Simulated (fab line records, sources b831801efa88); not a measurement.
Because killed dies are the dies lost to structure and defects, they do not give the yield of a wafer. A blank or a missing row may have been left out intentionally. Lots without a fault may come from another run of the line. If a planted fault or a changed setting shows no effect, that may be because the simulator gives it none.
A single fault, viewed from 2 desks / flow sky130 / what lay behind the numbers comes last; until then each desk has only its own

== FOR THE TOOL OWNER'S DESK: rtpAnneal-02 ==
At SKY_SD_N_RTA_14 (time 2 s), the tool's own readings, given per lot that ran on this tool as the mean of the sampled wafers with a number. Marked OUT: a lot whose mean sits more than 4 standard deviations from the usual mean, which makes it out of limits; the brackets give that distance.
Columns: A = lampPowerPct at SKY_SD_N_RTA_14, usual 15.73 %; B = wafer_temp_C_max at SKY_SD_N_RTA_14, usual 1078.0
lot=L100; first seen here=day 28 01:32; A=15.76; B=1077.0
lot=L102; first seen here=day 28 17:17; A=15.72; B=1079.0
lot=L104; first seen here=day 29 00:08; A=15.65; B=1077.8
lot=L105; first seen here=day 29 03:43; A=15.66; B=1076.7
lot=L106; first seen here=day 29 20:11; A=15.68; B=1080.0
lot=L108; first seen here=day 30 11:36; A=15.71; B=1078.3
lot=L110; first seen here=day 31 07:26; A=15.76; B=1077.8
lot=L112; first seen here=day 32 07:17; A=15.73; B=1077.9
lot=L118; first seen here=day 33 12:29; A=15.83; B=1084.2 (+5.1) OUT
lot=L120; first seen here=day 34 13:49; A=15.76; B=1084.2 (+5.1) OUT
This desk's verdict: out of limits on L118, L120, starting with L118 at day 33 12:29 (wafer_temp_C_max at SKY_SD_N_RTA_14). Within limits: L100, L102, L104, L105, L106, L108, L110, L112.

== FROM THE METROLOGY DESK ==
Lot by lot, what the gauges showed, no matter which tool ran the lot: averages of those sampled wafers that carry a number. Marked OUT: a lot whose mean sits more than 4 standard deviations from the usual mean, which makes it out of limits; the brackets give that distance.
Columns: A = cdNm at SKY_POLY_CUT_CD_MEAS_08, usual 270.1 nm; B = SD_N_RS at SKY_SD_N_RS_MEAS_16, usual 68.52 ohm/sq; C = SD_P_RS at SKY_SD_N_RS_MEAS_17, usual 147.0 ohm/sq; D = CONTACT_OVL at SKY_CONTACT_OVL_MEAS_15, usual -1 nm
lot=L100; first seen here=day 24 09:29; A=268.7; B=68.50; C=146.9; D=1
lot=L102; first seen here=day 25 02:47; A=272.9; B=68.36; C=146.8; D=-6
lot=L104; first seen here=day 25 11:55; A=269.1; B=68.51; C=146.7; D=6
lot=L105; first seen here=day 25 14:15; A=271.2; B=68.60; C=146.9; D=3
lot=L106; first seen here=day 26 08:05; A=271.1; B=68.56; C=147.2; D=0
lot=L107; first seen here=day 27 00:56; A=271.3; B=68.24; C=146.1; D=-0
lot=L108; first seen here=day 27 01:17; A=270.7; B=68.57; C=147.4; D=7
lot=L110; first seen here=day 27 23:40; A=271.0; B=68.72; C=147.3; D=-2
lot=L112; first seen here=day 28 22:03; A=270.4; B=68.73; C=147.9; D=0
lot=L118; first seen here=day 30 04:35; A=272.1; B=67.69 (-4.9) OUT; C=142.7 (-9.1) OUT; D=4
lot=L120; first seen here=day 31 04:09; A=268.7; B=67.41 (-6.5) OUT; C=141.4 (-12) OUT; D=-0
lot=L121; first seen here=day 31 07:08; A=268.4; B=68.30; C=146.6; D=1
This desk's finding: out of limits on L118, L120; first on L118, day 33 12:40 (SD_N_RS at SKY_SD_N_RS_MEAS_16). Within limits: L100, L102, L104, L105, L106, L107, L108, L110, L112, L121.

== TAKEN TOGETHER ==
The tool owner's desk could have raised an alarm at day 33 12:29, on L118, L120.
On L118, L120, the metrology desk was in a position to raise an alarm at day 33 12:40.
The lots listed all ran SKY_SD_N_RTA_14 on rtpAnneal-02.

== WHAT THE SIMULATOR HAD INSERTED ==
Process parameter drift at SKY_SD_N_RTA_14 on rtpAnneal-02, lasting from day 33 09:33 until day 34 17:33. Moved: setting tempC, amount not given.
Lots struck among those shown: L118, L120.
Fault start to first reading out of limits, in hours, per desk: tool owner, 3; metrology, 3.
